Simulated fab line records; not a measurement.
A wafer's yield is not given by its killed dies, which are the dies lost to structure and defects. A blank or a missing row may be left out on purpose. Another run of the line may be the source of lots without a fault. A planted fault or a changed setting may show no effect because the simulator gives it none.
fab line records -- flow gf180mcu
record: lots: 6, wafers: 18, last-day: 34
route steps=602 shown V4@477
lots that met no fault: taken from a fault-free run of the same line
start-h: start of the lot's first displayed wafer, in hours after the record's first day -- wait-h: time in hours since the lot's previous step -- " unchanged from the row above -- L1.1+2: a row that stands for several wafers -- - no value, or no start was given -- * or withheld: withheld -- < > ~ a bound
route shown NAME@n: NAME is a module with steps in the file, n the number in the route of the first one -- usual: average and standard deviation across the fault-free wafers -- same: alike in all rows -- chamber/n: place in a boat -- sites: per-site readings -- _std_site: standard deviation across them -- _edge_site: outer sites' mean less inner sites' -- radius-mm: for every site, how far away it sits from the centre of the wafer -- mask NAME#n: copy n -- behind: tool/chamber where the wafer was last shaped -- hold: the reason the lot was held/the length of the hold in hours/how it ended -- device: names the non-switching transistor (n, p or np) -- end of line: the tests these same wafers got at the end of their route -- where a step has no rows: the recipe by itself -- killed: not the wafer's yield, but the dies lost to structure and defects at the first sort -- map: a wafer's dies, x killed, . not, _ none there
set.NAME: setting as actually run; set.NAME@STEP: the setting as run at that earlier step -- model.NAME: the simulator's own value behind a step, which no gauge read
lots at selected steps of the route; one table per step, one row per wafer
services: when a tool's chamber went out of use (start-h, in hours from the record's first day, below 0 if earlier), for how many hours, and the reason
== steps ==
step: GF_V4_THK_MEAS_01
recipe: reads: SiO2_of_V4_CVD_00
usual: V4_CVD_00_THK: 600/8
lot.wafer,tool,chamber,start-h,wait-h,V4_CVD_00_THK[nm]
L554.1,film-metro-04,-,532.86,0.0,595
L554.3,film-metro-04,-,532.86,0.0,593
L554.5,film-metro-04,-,532.86,0.0,590
L564.1,film-metro-01,-,621.94,0.0,590
L564.3,film-metro-01,-,621.94,0.0,599
L564.5,film-metro-01,-,621.94,0.0,594
L565.1,film-metro-02,-,630.46,0.0,604
L565.3,film-metro-02,-,630.46,0.0,599
L565.6,film-metro-02,-,630.46,0.0,603
L567.1,film-metro-04,-,642.11,0.0,597
L567.3,film-metro-04,-,642.11,0.0,600
L567.6,film-metro-04,-,642.11,0.0,595
L568.2,film-metro-02,-,650.72,0.2,601
L568.4,film-metro-02,-,650.72,0.2,595
L568.6,film-metro-02,-,650.72,0.2,596
L577.2,film-metro-01,-,707.24,0.0,605
L577.3,film-metro-01,-,707.24,0.0,593
L577.5,film-metro-01,-,707.24,0.0,605
step: GF_V4_CVD_02
recipe: material: SiO2, target-thk-nm: 850, precursor: TEOS, temp-c: 400, time-s: 94.851, rf-w: 600
usual: heater-power-w: 644/120
same: time-s: 94.851
lot.wafer,tool,chamber,start-h,wait-h,heater-power-w
L554.1,pecvd-03,2,532.92,0.1,616
L554.3,pecvd-03,1,532.92,0.1,567
L554.5,pecvd-03,2,532.92,0.1,635
L564.1,pecvd-03,0,622.00,0.1,730
L564.3,pecvd-03,1,622.00,0.1,530
L564.5,pecvd-03,0,622.00,0.1,580
L565.1,pecvd-02,2,630.52,0.1,699
L565.3,pecvd-02,0,630.52,0.1,679
L565.6,pecvd-02,2,630.52,0.1,724
L567.1,pecvd-02,2,642.17,0.1,711
L567.3,pecvd-02,0,642.17,0.1,654
L567.6,pecvd-02,2,642.17,0.1,581
L568.2,pecvd-03,1,650.77,0.0,515
L568.4,pecvd-03,1,650.77,0.0,544
L568.6,pecvd-03,0,650.77,0.0,652
L577.2,pecvd-02,1,707.29,0.0,521
L577.3,pecvd-02,2,707.29,0.0,716
L577.5,pecvd-02,0,707.29,0.0,723
step: GF_V4_THK_MEAS_03
recipe: reads: SiO2_of_V4_CVD_02
usual: V4_CVD_02_THK: 846/13
lot.wafer,tool,chamber,start-h,wait-h,V4_CVD_02_THK[nm]
L554.1,film-metro-01,-,532.99,0.0,836
L554.3,film-metro-01,-,532.99,0.0,829
L554.5,film-metro-01,-,532.99,0.0,850
L564.1,film-metro-02,-,622.07,0.0,858
L564.3,film-metro-02,-,622.07,0.0,828
L564.5,film-metro-02,-,622.07,0.0,864
L565.1,film-metro-02,-,630.59,0.0,836
L565.3,film-metro-02,-,630.59,0.0,844
L565.6,film-metro-02,-,630.59,0.0,843
L567.1,film-metro-02,-,642.24,0.0,844
L567.3,film-metro-02,-,642.24,0.0,864
L567.6,film-metro-02,-,642.24,0.0,870
L568.2,film-metro-02,-,650.85,0.0,842
L568.4,film-metro-02,-,650.85,0.0,844
L568.6,film-metro-02,-,650.85,0.0,855
L577.2,film-metro-04,-,707.37,0.0,856
L577.3,film-metro-04,-,707.37,0.0,835
L577.5,film-metro-04,-,707.37,0.0,859
step: GF_V4_CMP_04
recipe: material: SiO2, down-force-psi: 4, platen-rpm: 60, pad-velocity-m-s: 0.94248
usual: motor-current-A: 11.9/1.5, time-to-endpoint-s: 79/6.8
lot.wafer,tool,chamber,start-h,wait-h,motor-current-A,time-to-endpoint-s
L554.3,cmp-01,1,533.05,0.0,9.9,71
L554.1,cmp-01,2,533.05,0.0,10.7,79
L554.5,cmp-01,2,533.05,0.0,10.8,80
L564.3,cmp-02,0,622.18,0.1,11.5,66
L564.1,cmp-02,1,622.18,0.1,11.5,77
L564.5,cmp-02,3,622.18,0.1,15.6,84
L565.1,cmp-01,3,630.72,0.1,12.0,79
L565.3,cmp-01,0,630.72,0.1,11.1,86
L565.6,cmp-01,2,630.72,0.1,10.6,82
L567.1,cmp-01,0,642.30,0.1,11.7,84
L567.3,cmp-01,1,642.30,0.1,10.1,88
L567.6,cmp-01,0,642.30,0.1,11.4,96
L568.4,cmp-02,2,650.95,0.1,13.8,81
L568.2,cmp-02,0,650.95,0.1,10.6,74
L568.6,cmp-02,1,650.95,0.1,11.5,81
L577.3,cmp-01,0,707.42,0.0,11.4,87
L577.2,cmp-01,1,707.42,0.0,10.1,87
L577.5,cmp-01,1,707.42,0.0,10.2,89
step: GF_V4_BOW_MEAS_05
recipe: mode: bow
usual: V4_BOW: 133/8.6
lot.wafer,tool,chamber,start-h,wait-h,V4_BOW[um]
L554.1,film-metro-02,-,533.35,0.2,128
L554.3,film-metro-02,-,533.35,0.2,121
L554.5,film-metro-02,-,533.35,0.2,119
L564.1,film-metro-02,-,622.43,0.1,123
L564.3,film-metro-02,-,622.43,0.1,114
L564.5,film-metro-02,-,622.43,0.1,118
L565.1,film-metro-04,-,630.99,0.2,134
L565.3,film-metro-04,-,630.99,0.2,133
L565.6,film-metro-04,-,630.99,0.2,128
L567.1,film-metro-04,-,642.60,0.2,134
L567.3,film-metro-04,-,642.60,0.2,144
L567.6,film-metro-04,-,642.60,0.2,145
L568.2,film-metro-02,-,651.22,0.1,130
L568.4,film-metro-02,-,651.22,0.1,144
L568.6,film-metro-02,-,651.22,0.1,139
L577.2,film-metro-02,-,707.74,0.2,132
L577.3,film-metro-02,-,707.74,0.2,133
L577.5,film-metro-02,-,707.74,0.2,148
step: GF_V4_DEHYDRATE_06
recipe: temp-c: 200, time-s: 60
step: GF_V4_HMDS_07
recipe: prime-time-s: 60, prime-temp-c: 120
step: GF_V4_COAT_08
recipe: resist: BARC, temp-c: withheld, time-s: withheld, spin-rpm: withheld, resist-thk-nm: withheld
step: GF_V4_COAT_09
recipe: resist: KrF, spin-rpm: withheld, resist-thk-nm: 1000
step: GF_V4_SOFTBAKE_10
recipe: temp-c: 130, time-s: 60, resist: KrF
step: GF_V4_EXPOSE_11
recipe: mask-id: Via4, target-cd-nm: 260, na: 0.68, source-shape: conventional, sigma-outer: 0.6, dose-mj: 38
step: GF_V4_PEB_12
recipe: peb-temp-c: 135, peb-time-s: 90, resist: KrF
step: GF_V4_DEVELOP_13
recipe: develop-time-s: 60, resist: KrF, dev-temp-c: 21
usual: chill-plate-temp-C: 23.01/0.12, develop-time-s: 60/0
lot.wafer,tool,chamber,start-h,wait-h,chill-plate-temp-C,develop-time-s,model.KrF_of_V4_COAT_09.thk-nm
L554.1,litho-track-03,0,556.26,0.2,23.00,60,982.8
L554.3,litho-track-03,0,556.26,0.2,23.08,60,983.7
L554.5,litho-track-03,0,556.26,0.2,23.05,60,980.1
L564.1,litho-track-03,0,643.06,0.2,23.03,60,986.4
L564.3,litho-track-03,0,643.06,0.2,23.21,60,985.3
L564.5,litho-track-03,0,643.06,0.2,23.13,60,989.5
L565.1,litho-track-02,0,651.44,0.2,22.92,60,989.6
L565.3,litho-track-02,0,651.44,0.2,22.90,60,987.9
L565.6,litho-track-02,0,651.44,0.2,22.79,60,985.9
L567.1,litho-track-02,-,661.89,0.2,-,-,1003
L567.3,litho-track-02,-,661.89,0.2,-,-,1002
L567.6,litho-track-02,-,661.89,0.2,-,-,1005
L568.2,litho-track-02,-,670.42,0.2,-,-,1005
L568.4,litho-track-02,-,670.42,0.2,-,-,1007
L568.6,litho-track-02,-,670.42,0.2,-,-,1006
L577.2,litho-track-04,0,725.25,0.2,22.92,60,985.6
L577.3,litho-track-04,0,725.25,0.2,23.00,60,986.9
L577.5,litho-track-04,0,725.25,0.2,22.74,60,986.5
step: GF_V4_CD_MEAS_14
recipe: target-cd-nm: 260
usual: cd-nm: 260.0/1.3
lot.wafer,tool,chamber,start-h,wait-h,cd-nm
L554.1,cd-sem-02,-,556.41,0.1,258.5
L554.3,cd-sem-02,-,556.41,0.1,259.3
L554.5,cd-sem-02,-,556.41,0.1,259.3
L564.1,cd-sem-01,-,643.21,0.1,260.3
L564.3,cd-sem-01,-,643.21,0.1,260.8
L564.5,cd-sem-01,-,643.21,0.1,260.9
L565.1,cd-sem-01,-,651.59,0.1,260.6
L565.3,cd-sem-01,-,651.59,0.1,259.9
L565.6,cd-sem-01,-,651.59,0.1,260.1
L567.1,cd-sem-01,-,662.04,0.1,-
L567.3,cd-sem-01,-,662.04,0.1,-
L567.6,cd-sem-01,-,662.04,0.1,-
L568.2,cd-sem-01,-,670.56,0.1,-
L568.4,cd-sem-01,-,670.56,0.1,-
L568.6,cd-sem-01,-,670.56,0.1,-
L577.2,cd-sem-01,-,725.39,0.1,259.4
L577.3,cd-sem-01,-,725.39,0.1,260.0
L577.5,cd-sem-01,-,725.39,0.1,259.2
== services ==
tool,chamber,start-h,hours,kind
cmp-01,-,509.55,8.2,pm
cmp-01,-,550.38,5.1,repair
cmp-02,-,561.07,4.1,repair
cmp-01,-,572.16,4.0,pm
cmp-01,-,576.16,-,consumable-replace:conditioner
cmp-01,-,576.16,-,consumable-replace:pad
cmp-02,-,578.56,0.9,repair
cmp-01,-,588.67,0.7,repair
cmp-02,-,590.41,0.7,repair
pecvd-03,-,634.16,2.1,repair
cmp-01,-,643.19,2.5,repair
pecvd-02,-,663.93,0.3,repair
litho-track-03,-,707.89,-,consumable-replace:filter
cmp-02,-,712.31,5.1,pm
cmp-01,-,717.69,5.6,pm
== key ==
first-sign: step: GF_V4_DEVELOP_13, reading: tool-record, direction: missing
effect none on later readings
model-effect: step: GF_V4_DEVELOP_13, value: KrF_of_V4_COAT_09.thk-nm, without: 989.8, struck: 1005
met-at GF_V4_DEVELOP_13
struck-wafers L567.1,L567.3,L567.6,L568.2,L568.4,L568.6
later-rows-left-out L567.1,L567.3,L567.6,L568.2,L568.4,L568.6
sort-left-out L567.1,L567.3,L567.6,L568.2,L568.4,L568.6
onset-between 651.44 661.89
fault: kind: skipped-step-whole, tool: litho-track-02, chamber: -, onset-h: 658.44, steps: GF_V4_DEVELOP_13, scope: struck-lots-only
sort-left-out: the simulated sort isn't trusted on such a fault, so these wafers' sort isn't shown, and their yield isn't known
later-rows-left-out: the simulator's readings of these wafers behind a module that went badly wrong aren't trusted and aren't shown, but for the sort
